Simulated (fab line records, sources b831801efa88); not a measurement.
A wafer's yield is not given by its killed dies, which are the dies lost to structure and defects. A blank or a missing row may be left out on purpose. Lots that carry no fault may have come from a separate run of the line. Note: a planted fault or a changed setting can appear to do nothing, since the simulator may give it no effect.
Which tool was responsible? || flow gf180mcu || 13 lots with 38 wafers sampled at 3 steps, on a route of 602 steps

## WHAT THE GAUGES READ, wafer by wafer
GF_V2_RS_MEAS_24: measures by four-point-probe. Usual: V2_W_RS typically reads 0.326 ohm/sq, with standard deviation 0.0058.
{"lot": "L250", "measured": "day 20 09:10", "on": "film_metro-01", "V2_W_RS (ohm/sq)": "0.319 0.329 0.322", "flag": ""}
{"lot": "L251", "measured": "day 20 22:05", "on": "film_metro-01", "V2_W_RS (ohm/sq)": "0.319 0.323 0.331", "flag": ""}
{"lot": "L253", "measured": "day 21 21:08", "on": "film_metro-03", "V2_W_RS (ohm/sq)": "0.328 0.318 0.316", "flag": ""}
{"lot": "L254", "measured": "day 22 03:33", "on": "film_metro-01", "V2_W_RS (ohm/sq)": "0.327 0.323 0.336", "flag": ""}
{"lot": "L255", "measured": "day 22 16:59", "on": "film_metro-03", "V2_W_RS (ohm/sq)": "0.323 0.324 0.332", "flag": ""}
{"lot": "L256", "measured": "day 23 13:41", "on": "film_metro-03", "V2_W_RS (ohm/sq)": "0.330 0.322 0.329", "flag": ""}
{"lot": "L257", "measured": "day 23 15:52", "on": "film_metro-04", "V2_W_RS (ohm/sq)": "0.322 0.320 0.323", "flag": ""}
{"lot": "L260", "measured": "day 24 15:59", "on": "film_metro-04", "V2_W_RS (ohm/sq)": "0.327 0.318", "flag": ""}
{"lot": "L267", "measured": "day 26 12:26", "on": "film_metro-04", "V2_W_RS (ohm/sq)": "0.321 0.333 0.334", "flag": ""}
{"lot": "L269", "measured": "day 27 00:10", "on": "film_metro-03", "V2_W_RS (ohm/sq)": "0.331 0.335 0.330", "flag": ""}
{"lot": "L270", "measured": "day 27 09:44", "on": "film_metro-03", "V2_W_RS (ohm/sq)": "0.329 0.332 0.334", "flag": ""}
{"lot": "L271", "measured": "day 27 18:02", "on": "film_metro-03", "V2_W_RS (ohm/sq)": "0.325 0.324 0.327", "flag": ""}
{"lot": "L273", "measured": "day 28 03:31", "on": "film_metro-01", "V2_W_RS (ohm/sq)": "0.331 0.322 0.331", "flag": ""}

GF_M3_THK_MEAS_06: measures by xrf. Usual: M3_ALCU_THK typically reads 450 nm, with standard deviation 5.2.
{"lot": "L250", "measured": "day 20 09:58", "on": "film_metro-02", "M3_ALCU_THK (nm)": "443 443 442", "flag": ""}
{"lot": "L251", "measured": "day 20 22:54", "on": "film_metro-03", "M3_ALCU_THK (nm)": "458 458 456", "flag": ""}
{"lot": "L253", "measured": "day 21 22:10", "on": "film_metro-04", "M3_ALCU_THK (nm)": "445 453 444", "flag": ""}
{"lot": "L254", "measured": "day 22 04:22", "on": "film_metro-02", "M3_ALCU_THK (nm)": "448 450 454", "flag": ""}
{"lot": "L255", "measured": "day 22 17:48", "on": "film_metro-03", "M3_ALCU_THK (nm)": "453 446 451", "flag": ""}
{"lot": "L256", "measured": "day 23 14:30", "on": "film_metro-02", "M3_ALCU_THK (nm)": "441 451 451", "flag": ""}
{"lot": "L257", "measured": "day 23 16:41", "on": "film_metro-04", "M3_ALCU_THK (nm)": "449 449 450", "flag": ""}
{"lot": "L260", "measured": "day 24 16:47", "on": "film_metro-02", "M3_ALCU_THK (nm)": "448 442", "flag": ""}
{"lot": "L267", "measured": "day 26 13:15", "on": "film_metro-04", "M3_ALCU_THK (nm)": "449 449 451", "flag": ""}
{"lot": "L269", "measured": "day 27 00:59", "on": "film_metro-03", "M3_ALCU_THK (nm)": "449 453 450", "flag": ""}
{"lot": "L270", "measured": "day 27 10:33", "on": "film_metro-03", "M3_ALCU_THK (nm)": "444 445 438", "flag": ""}
{"lot": "L271", "measured": "day 27 18:52", "on": "film_metro-02", "M3_ALCU_THK (nm)": "445 440 447", "flag": ""}
{"lot": "L273", "measured": "day 28 04:20", "on": "film_metro-04", "M3_ALCU_THK (nm)": "457 462 454", "flag": ""}

## WHICH TOOL RAN EACH LOT (tool, then ch and the chambers of the sampled wafers, then the start)
{"lot": "L250", "GF_V2_ETCH_17": "rie_diel-03 ch 0,1,2, day 20 09:10 or earlier"}
{"lot": "L251", "GF_V2_ETCH_17": "rie_diel-01 ch 0,1,2, day 20 22:05 or earlier"}
{"lot": "L253", "GF_V2_ETCH_17": "rie_diel-01 ch 1,2,3, day 21 21:08 or earlier"}
{"lot": "L254", "GF_V2_ETCH_17": "rie_diel-03 ch 0,1,2, day 22 03:33 or earlier"}
{"lot": "L255", "GF_V2_ETCH_17": "rie_diel-02 ch 0,2,3, day 22 16:59 or earlier"}
{"lot": "L256", "GF_V2_ETCH_17": "rie_diel-02 ch 1,2,3, day 23 13:41 or earlier"}
{"lot": "L257", "GF_V2_ETCH_17": "rie_diel-03 ch 1,2, day 23 15:52 or earlier"}
{"lot": "L260", "GF_V2_ETCH_17": "rie_diel-03 ch 0,3, day 24 15:59 or earlier"}
{"lot": "L267", "GF_V2_ETCH_17": "rie_diel-01 ch 0,2,3, day 26 12:26 or earlier"}
{"lot": "L269", "GF_V2_ETCH_17": "rie_diel-03 ch 0,1, day 27 00:10 or earlier"}
{"lot": "L270", "GF_V2_ETCH_17": "rie_diel-01 ch 1,2, day 27 09:44 or earlier"}
{"lot": "L271", "GF_V2_ETCH_17": "rie_diel-02 ch 1,2,3, day 27 18:02 or earlier"}
{"lot": "L273", "GF_V2_ETCH_17": "rie_diel-03 ch 0,3, day 28 03:31 or earlier"}
- GF_V2_ETCH_17: etches SiO2 in C4F8/O2/Ar, stops on TiN, target depth 630 nm.

## WHAT THE TOOLS THEMSELVES READ (means of the sampled wafers that have a number; where no wafer has one, the mark that the record gives instead)
GF_V2_ETCH_17. Usual: bias_w 1200 W, standard deviation 3.7; oes_product_au 0.856 a.u., standard deviation 0.0048.
{"lot": "L250", "tool": "rie_diel-03", "bias_w (W)": 1199, "oes_product_au (a.u.)": 0.857, "flag": ""}
{"lot": "L251", "tool": "rie_diel-01", "bias_w (W)": 1197, "oes_product_au (a.u.)": 0.853, "flag": ""}
{"lot": "L253", "tool": "rie_diel-01", "bias_w (W)": 1197, "oes_product_au (a.u.)": 0.854, "flag": ""}
{"lot": "L254", "tool": "rie_diel-03", "bias_w (W)": 1203, "oes_product_au (a.u.)": 0.855, "flag": ""}
{"lot": "L255", "tool": "rie_diel-02", "bias_w (W)": 1197, "oes_product_au (a.u.)": 0.856, "flag": ""}
{"lot": "L256", "tool": "rie_diel-02", "bias_w (W)": 1201, "oes_product_au (a.u.)": 0.852, "flag": ""}
{"lot": "L257", "tool": "rie_diel-03", "bias_w (W)": 1199, "oes_product_au (a.u.)": 0.856, "flag": ""}
{"lot": "L260", "tool": "rie_diel-03", "bias_w (W)": 1203, "oes_product_au (a.u.)": 0.861, "flag": ""}
{"lot": "L267", "tool": "rie_diel-01", "bias_w (W)": 1200, "oes_product_au (a.u.)": 0.858, "flag": ""}
{"lot": "L269", "tool": "rie_diel-03", "bias_w (W)": 1197, "oes_product_au (a.u.)": 0.858, "flag": ""}
{"lot": "L270", "tool": "rie_diel-01", "bias_w (W)": 1200, "oes_product_au (a.u.)": 0.853, "flag": ""}
{"lot": "L271", "tool": "rie_diel-02", "bias_w (W)": 1198, "oes_product_au (a.u.)": 0.856, "flag": ""}
{"lot": "L273", "tool": "rie_diel-03", "bias_w (W)": 1202, "oes_product_au (a.u.)": 0.854, "flag": ""}

## THE ANSWER, worked out from the rows above alone
Rule: take the mean of a lot's wafers that have a number; if it is more than 3 standard deviations from the usual mean, the lot is off. A lot without any number at a reading at which 4 lots or more have one is off too. Any other lot the step has rows for is counted as sound. Order of review: gauges by route order, followed by the tools' own readings, for which a lot's mean as printed above is used. At the first step where some lot is off, the reading lying furthest off is the one used; lots without a number count as furthest.
No lot is off at any reading shown: from this, nothing can be told.

## WHAT THE SIMULATOR PUT IN
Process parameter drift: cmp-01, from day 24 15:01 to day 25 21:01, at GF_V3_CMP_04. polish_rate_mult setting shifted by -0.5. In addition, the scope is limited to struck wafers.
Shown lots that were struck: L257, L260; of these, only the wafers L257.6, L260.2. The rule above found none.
